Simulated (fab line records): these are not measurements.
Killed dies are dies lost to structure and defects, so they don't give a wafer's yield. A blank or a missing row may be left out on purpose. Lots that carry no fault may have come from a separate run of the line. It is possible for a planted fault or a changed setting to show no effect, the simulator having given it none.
Which tool did it? ; flow gf180mcu ; 24 lots with 72 wafers sampled at 6 steps, on a route of 602 steps

== WHAT EACH GAUGE READ, for each wafer ==
GF_M2_OVL_MEAS_15.
lot;measured;on;M2_OVL (nm)
L074;day 19 07:17;overlay-02;5 -6 8
L075;day 20 04:59;overlay-01;4 -2 0
L076;day 20 05:55;overlay-02;4 -3 5
L077;day 20 10:29;overlay-01;6 2 2
L078;day 21 03:37;overlay-01;2 9 2
L079;day 21 15:01;overlay-02;4 -10 10
L081;day 22 02:26;overlay-01;11 8 9
L080;day 22 02:47;overlay-01;6 8 7
L082;day 22 10:35;overlay-01;-3 -9 -1
L083;day 22 19:14;overlay-01;9 11 8
L084;day 23 02:08;overlay-01;14 2 11
L085;day 23 07:15;overlay-02;5 5 10
L086;day 23 15:14;overlay-01;11 15 9
L087;day 23 21:24;overlay-01;-4 -5 0
L088;day 24 09:39;overlay-01;-2 4 -2
L089;day 24 13:32;overlay-01;9 0 8
L090;day 24 23:05;overlay-02;-2 2 7
L091;day 25 08:32;overlay-02;-15 -10 7
L092;day 25 11:48;overlay-01;-1 -1 6
L093;day 25 16:49;overlay-02;2 6 5
L094;day 26 02:35;overlay-02;6 10 4
L095;day 26 12:40;overlay-01;6 7 0
L096;day 26 14:38;overlay-02;16 4 -1
L097;day 26 19:02;overlay-02;12 11 2

GF_V2_THK_MEAS_03.
lot;measured;on;V2_CVD_02_THK (nm)
L074;day 19 08:26;film metro-01;859 882 867
L075;day 20 06:00;film metro-01;858 854 848
L076;day 20 06:50;film metro-04;866 845 876
L077;day 20 11:24;film metro-02;822 838 845
L078;day 21 04:40;film metro-04;855 836 853
L079;day 21 15:56;film metro-02;842 854 844
L081;day 22 03:22;film metro-04;842 842 855
L080;day 22 03:41;film metro-04;841 838 873
L082;day 22 11:35;film metro-02;858 851 872
L083;day 22 20:08;film metro-02;840 835 855
L084;day 23 03:01;film metro-01;821 841 835
L085;day 23 08:14;film metro-04;851 870 867
L086;day 23 16:19;film metro-02;844 850 868
L087;day 23 22:44;film metro-04;841 852 861
L088;day 24 11:01;film metro-02;846 866 864
L089;day 24 14:52;film metro-02;841 842 861
L090;day 25 00:01;film metro-01;846 849 860
L091;day 25 09:31;film metro-04;844 840 866
L092;day 25 12:41;film metro-04;853 856 847
L093;day 25 17:42;film metro-02;838 865 844
L094;day 26 03:28;film metro-01;840 854 860
L095;day 26 13:34;film metro-01;862 858 873
L096;day 26 15:33;film metro-04;841 846 864
L097;day 26 20:02;film metro-02;835 857 856

GF_V3_BOW_MEAS_05.
lot;measured;on;V3_BOW (um)
L074;day 21 12:39;film metro-01;128 127 124
L075;day 22 08:34;film metro-01;111 133 119
L076;day 22 10:31;film metro-03;134 126 125
L077;day 22 15:04;film metro-03;105 106 113
L078;day 23 06:59;film metro-03;104 117 114
L079;day 23 17:30;film metro-04;127 109 126
L081;day 24 03:31;film metro-03;102 109 106
L080;day 24 04:55;film metro-01;119 119 110
L082;day 24 12:31;film metro-03;116 109 128
L083;day 24 20:03;film metro-03;99 115 107
L084;day 25 01:37;film metro-04;116 126 108
L085;day 25 07:33;film metro-03;117 119 133
L086;day 25 14:52;film metro-04;112 104 116
L087;day 25 20:55;film metro-01;118 136 119
L088;day 26 08:52;film metro-03;111 127 122
L089;day 26 12:34;film metro-01;127 121 123
L090;day 26 21:53;film metro-03;124 126 108
L091;day 27 06:05;film metro-04;108 108 101
L092;day 27 09:18;film metro-03;115 105 103
L093;day 27 14:34;film metro-01;119 100 112
L094;day 27 23:07;film metro-01;112 124 111
L095;day 28 08:14;film metro-01;123 124 117
L096;day 28 10:42;film metro-03;113 112 109
L097;day 28 15:22;film metro-01;133 131 122

== TOOL THAT RAN EACH LOT (tool first, then ch and the chambers of the sampled wafers, then the start) ==
lot;GF_PSD_STRIP_10;GF_V2_CMP_26;GF_M3_SPUTTER_00
L074;plasma asher-01 ch 0,1, day 14 06:52;cmp-01 ch 0,1,2, day 20 10:35;pvd sputter-01, day 20 10:47
L075;plasma asher-01 ch 0,1, day 15 02:46;cmp-02 ch 0,3, day 21 07:35;pvd sputter-02, day 21 07:50
L076;plasma asher-03 ch 0,1, day 15 03:43;cmp-02 ch 0,2,3, day 21 08:46;pvd sputter-01, day 21 08:58
L077;plasma asher-03 ch 0,1, day 15 08:08;cmp-01 ch 0,1,3, day 21 13:44;pvd sputter-02, day 21 14:02
L078;plasma asher-01 ch 0,1, day 15 22:56;cmp-02 ch 0,2,3, day 22 05:41;pvd sputter-01, day 22 05:59
L079;plasma asher-01 ch 0,1, day 16 10:53;cmp-01 ch 0,1,3, day 22 16:44;pvd sputter-03, day 22 17:02
L081;plasma asher-02 ch 0,1, day 16 21:05;cmp-01 ch 0,1,3, day 23 03:43;pvd sputter-01, day 23 03:58
L080;plasma asher-01 ch 0,1, day 16 21:32;cmp-02 ch 1,2,3, day 23 04:44;pvd sputter-02, day 23 04:59
L082;plasma asher-02 ch 0,1, day 17 05:28;cmp-02 ch 1,2,3, day 23 12:32;pvd sputter-02, day 23 12:50
L083;plasma asher-02 ch 0, day 17 14:26;cmp-02 ch 0,2,3, day 23 20:23;pvd sputter-01, day 23 20:38
L084;plasma asher-03 ch 0,1, day 17 20:29;cmp-01 ch 0,1,3, day 24 02:43;pvd sputter-02, day 24 03:01
L085;plasma asher-01 ch 0,1, day 18 03:22;cmp-02 ch 2,3, day 24 07:58;pvd sputter-02, day 24 08:16
L086;plasma asher-01 ch 0,1, day 18 09:56;cmp-01 ch 1,2,3, day 24 15:53;pvd sputter-03, day 24 16:08
L087;plasma asher-02 ch 0,1, day 18 18:01;cmp-01 ch 1,2,3, day 24 21:56;pvd sputter-01, day 24 22:11
L088;plasma asher-01 ch 0,1, day 19 06:47;cmp-02 ch 0,1,3, day 25 09:55;pvd sputter-02, day 25 10:07
L089;plasma asher-02 ch 0,1, day 19 10:56;cmp-02 ch 1,2,3, day 25 13:50;pvd sputter-01, day 25 14:08
L090;plasma asher-02 ch 0,1, day 19 21:11;cmp-01 ch 0,1,2, day 25 23:08;pvd sputter-01, day 25 23:23
L091;plasma asher-02 ch 0,1, day 20 07:46;cmp-02 ch 0,1, day 26 07:43;pvd sputter-02, day 26 08:01
L092;plasma asher-02 ch 0,1, day 20 10:40;cmp-02 ch 1,2, day 26 10:53;pvd sputter-03, day 26 11:08
L093;plasma asher-01 ch 0,1, day 20 17:31;cmp-02 ch 1,2,3, day 26 15:53;pvd sputter-01, day 26 16:05
L094;plasma asher-02 ch 0,1, day 21 04:41;cmp-01 ch 0,1,2, day 27 00:59;pvd sputter-01, day 27 01:14
L095;plasma asher-01 ch 0,1, day 21 15:43;cmp-01 ch 2,3, day 27 10:43;pvd sputter-02, day 27 11:01
L096;plasma asher-01 ch 0,1, day 21 18:43;cmp-02 ch 0,1,3, day 27 13:26;pvd sputter-03, day 27 13:44
L097;plasma asher-02 ch 0,1, day 22 00:26;cmp-01 ch 0,3, day 27 18:02;pvd sputter-02, day 27 18:17
- GF_PSD_STRIP_10: strips in O2/N2.
- GF_V2_CMP_26: polishes, stops on SiO2, t overpolish 15 s, target thk 0 nm.
- GF_M3_SPUTTER_00: material Ti, target thk 37.5 nm, time 150 s.

== WHAT THE TOOLS THEMSELVES READ (means of the sampled wafers that have a number; where no wafer has one, the mark that the record gives instead) ==
GF_PSD_STRIP_10.
lot;tool;drypump motor current A (A);heater power w (W);oes product au (a.u.);strip time to endpoint s (s)
L074;plasma asher-01;5.28;372;0.592;16.54
L075;plasma asher-01;5.32;379;0.596;16.55
L076;plasma asher-03;5.58;274;0.591;16.57
L077;plasma asher-03;5.58;281;0.589;16.55
L078;plasma asher-01;5.31;374;0.592;16.51
L079;plasma asher-01;5.31;380;0.592;16.53
L081;plasma asher-02;5.79;342;0.592;16.50
L080;plasma asher-01;5.27;369;0.593;16.54
L082;plasma asher-02;5.77;340;0.594;16.53
L083;plasma asher-02;5.81;354;0.592;16.54
L084;plasma asher-03;5.56;276;0.591;16.49
L085;plasma asher-01;5.28;374;0.587;16.54
L086;plasma asher-01;5.29;375;0.592;16.55
L087;plasma asher-02;5.75;331;0.588;16.58
L088;plasma asher-01;5.26;367;0.594;16.55
L089;plasma asher-02;5.75;331;0.594;16.55
L090;plasma asher-02;5.75;328;0.589;16.55
L091;plasma asher-02;5.77;343;0.589;16.50
L092;plasma asher-02;5.77;348;0.597;16.54
L093;plasma asher-01;5.28;369;0.592;16.50
L094;plasma asher-02;5.77;343;0.592;16.57
L095;plasma asher-01;5.32;380;0.598;16.51
L096;plasma asher-01;5.31;375;0.596;16.52
L097;plasma asher-02;5.77;337;0.592;16.50

GF_V2_CMP_26.
lot;tool;head pressure psi (psi);motor current A (A);overpolish run s (s);time to endpoint s (s)
L074;cmp-01;3.501;10.4;14.991;83
L075;cmp-02;3.498;12.4;15.002;81
L076;cmp-02;3.504;11.8;14.997;83
L077;cmp-01;3.510;9.6;15.004;83
L078;cmp-02;3.502;12.0;15.005;82
L079;cmp-01;3.500;9.8;15.002;90
L081;cmp-01;3.500;9.7;14.991;85
L080;cmp-02;3.499;12.1;14.996;85
L082;cmp-02;3.505;11.8;15.012;85
L083;cmp-02;3.506;11.8;15.000;84
L084;cmp-01;3.504;9.5;15.011;85
L085;cmp-02;3.502;12.3;14.995;87
L086;cmp-01;3.494;10.2;15.007;84
L087;cmp-01;3.504;10.5;15.006;82
L088;cmp-02;3.500;11.3;15.008;84
L089;cmp-02;3.502;11.7;14.992;82
L090;cmp-01;3.499;10.5;15.001;84
L091;cmp-02;3.505;10.6;15.009;86
L092;cmp-02;3.502;11.2;14.992;86
L093;cmp-02;3.495;11.4;15.000;87
L094;cmp-01;3.509;10.7;14.998;82
L095;cmp-01;3.501;11.3;15.007;83
L096;cmp-02;3.499;11.6;15.000;85
L097;cmp-01;3.493;10.0;15.019;90

GF_M3_SPUTTER_00.
lot;tool;throttle valve pct (%)
L074;pvd sputter-01;29.5
L075;pvd sputter-02;29.0
L076;pvd sputter-01;29.5
L077;pvd sputter-02;29.4
L078;pvd sputter-01;29.8
L079;pvd sputter-03;29.6
L081;pvd sputter-01;29.8
L080;pvd sputter-02;29.7
L082;pvd sputter-02;29.5
L083;pvd sputter-01;29.6
L084;pvd sputter-02;30.0
L085;pvd sputter-02;29.9
L086;pvd sputter-03;29.2
L087;pvd sputter-01;30.7
L088;pvd sputter-02;29.4
L089;pvd sputter-01;30.6
L090;pvd sputter-01;30.6
L091;pvd sputter-02;29.4
L092;pvd sputter-03;28.8
L093;pvd sputter-01;30.5
L094;pvd sputter-01;30.6
L095;pvd sputter-02;30.1
L096;pvd sputter-03;29.1
L097;pvd sputter-02;29.8

== THE ANSWER, worked out from the rows above alone ==
Rule: usual is defined by the lots themselves. Put in order of their means at a reading, lots are off if they are a third of the lots or fewer, leave a main group of 4 or more, and stand apart from it by a gap of 3 or more times the standard deviation of the main group's means; of several such gaps the widest counts. The tables above print the reading to a certain number of digits; a main group whose means all agree to those digits is not used. Also off: a lot with no number at a reading for which 4 or more lots have one. Where the step has rows for the other lots, those lots are counted as sound. First the gauges in route order, then the tools' own readings, where a lot's mean is used as printed above. The first step at which some lot is off is used, and at that step the reading that is off furthest; a lot without a number counts as furthest.
Across all readings shown, no lot is off: no conclusion can be drawn from this.

== WHAT WAS PUT IN BY THE SIMULATOR ==
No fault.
